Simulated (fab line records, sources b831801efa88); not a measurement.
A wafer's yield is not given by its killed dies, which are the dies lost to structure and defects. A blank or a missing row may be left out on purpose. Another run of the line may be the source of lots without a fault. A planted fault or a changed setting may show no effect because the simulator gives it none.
Which tool was responsible? | flow sky130 | Sampling: 11 lots, 32 wafers, 4 of 708 route steps

== WHAT THE GAUGES SHOWED, per wafer ==
SKY_CAPM_THK_MEAS_01.
lot  | measured     | on           | CAPM_CVD_00_THK (nm)
L887 | day 36 09:02 | filmMetro-04 | 15.37 15.27 15.00
L888 | day 37 05:24 | filmMetro-03 | 15.62 15.63 15.92
L889 | day 37 11:58 | filmMetro-04 | 15.09 15.43 15.57
L890 | day 37 17:04 | filmMetro-04 | 15.25 15.52 15.74
L891 | day 38 18:43 | filmMetro-03 | 25.60 25.63 15.60
L897 | day 39 15:24 | filmMetro-04 | 25.57 15.59
L902 | day 41 04:30 | filmMetro-04 | 15.32 15.63 15.45
L904 | day 41 20:19 | filmMetro-03 | 15.43 15.63 15.61
L906 | day 42 10:30 | filmMetro-01 | 15.51 15.26 15.33
L909 | day 43 06:02 | filmMetro-04 | 15.69 15.45 15.75
L910 | day 43 07:23 | filmMetro-03 | 15.31 15.34 15.56

== EACH LOT AND THE TOOL THAT RAN IT (in order: tool; ch and the chambers of the sampled wafers; start) ==
lot  | SKY_VIA1_SPUTTER_20         | SKY_METAL2_SPUTTER_00       | SKY_CAPM_CVD_00
L887 | pvdSputter-04, day 34 00:07 | pvdSputter-02, day 34 00:44 | pecvd-04 ch 0,1,2, day 36 09:01
L888 | pvdSputter-02, day 34 19:27 | pvdSputter-03, day 34 20:05 | pecvd-03 ch 0,1,2, day 37 05:23
L889 | pvdSputter-04, day 35 01:53 | pvdSputter-02, day 35 02:31 | pecvd-01 ch 1,2, day 37 11:56
L890 | pvdSputter-02, day 35 08:45 | pvdSputter-03, day 35 09:23 | pecvd-03 ch 0,1,2, day 37 17:02
L891 | pvdSputter-01, day 36 10:59 | pvdSputter-04, day 36 11:37 | pecvd-03 ch 0,1, day 38 18:41
L897 | pvdSputter-02, day 37 07:56 | pvdSputter-03, day 37 08:34 | pecvd-03 ch 0,1, day 39 15:22
L902 | pvdSputter-01, day 39 00:08 | pvdSputter-02, day 39 00:46 | pecvd-01 ch 0,2, day 41 04:28
L904 | pvdSputter-02, day 39 16:05 | pvdSputter-02, day 39 16:43 | pecvd-01 ch 0,1,2, day 41 20:17
L906 | pvdSputter-02, day 40 05:50 | pvdSputter-03, day 40 06:29 | pecvd-03 ch 0,1,2, day 42 10:29
L909 | pvdSputter-02, day 41 02:04 | pvdSputter-03, day 41 02:43 | pecvd-01 ch 1,2, day 43 06:01
L910 | pvdSputter-01, day 41 03:23 | pvdSputter-04, day 41 04:01 | pecvd-03 ch 0,2, day 43 07:20
- SKY_VIA1_SPUTTER_20: material TiN, target thk 20 nm, time 80 s.
- SKY_METAL2_SPUTTER_00: material Ti, target thk 15 nm, time 10 s.
- SKY_CAPM_CVD_00: deposits SiO2, target thk 15.5 nm.

== THE ANSWER, worked out from the rows above alone ==
Rule: what is usual is taken from the lots themselves. The widest of any qualifying gaps counts: lots, ordered by their means at a reading, are off when they make up no more than a third of the lots, leave a main group of 4 or more, and stand apart from it by 3 or more times the standard deviation of that group's means. A main group whose means are all the same, to the digits that the tables above print for the reading, isn't used. Also off: a lot with no number at a reading for which 4 or more lots have one. Any other lot the step has rows for is counted as sound.
Off: at SKY_CAPM_THK_MEAS_01 (CAPM_CVD_00_THK), L891, L897. Mean 15.47 nm and standard deviation 0.15 in the main group.
A tool fits if, at a process step before that reading, it ran every lot that is off, and no sound lot after the first of them. Those tools and the gauges at SKY_CAPM_THK_MEAS_01 are tried in the same way. No candidate that was tried fits.

== WHAT THE SIMULATOR PUT IN ==
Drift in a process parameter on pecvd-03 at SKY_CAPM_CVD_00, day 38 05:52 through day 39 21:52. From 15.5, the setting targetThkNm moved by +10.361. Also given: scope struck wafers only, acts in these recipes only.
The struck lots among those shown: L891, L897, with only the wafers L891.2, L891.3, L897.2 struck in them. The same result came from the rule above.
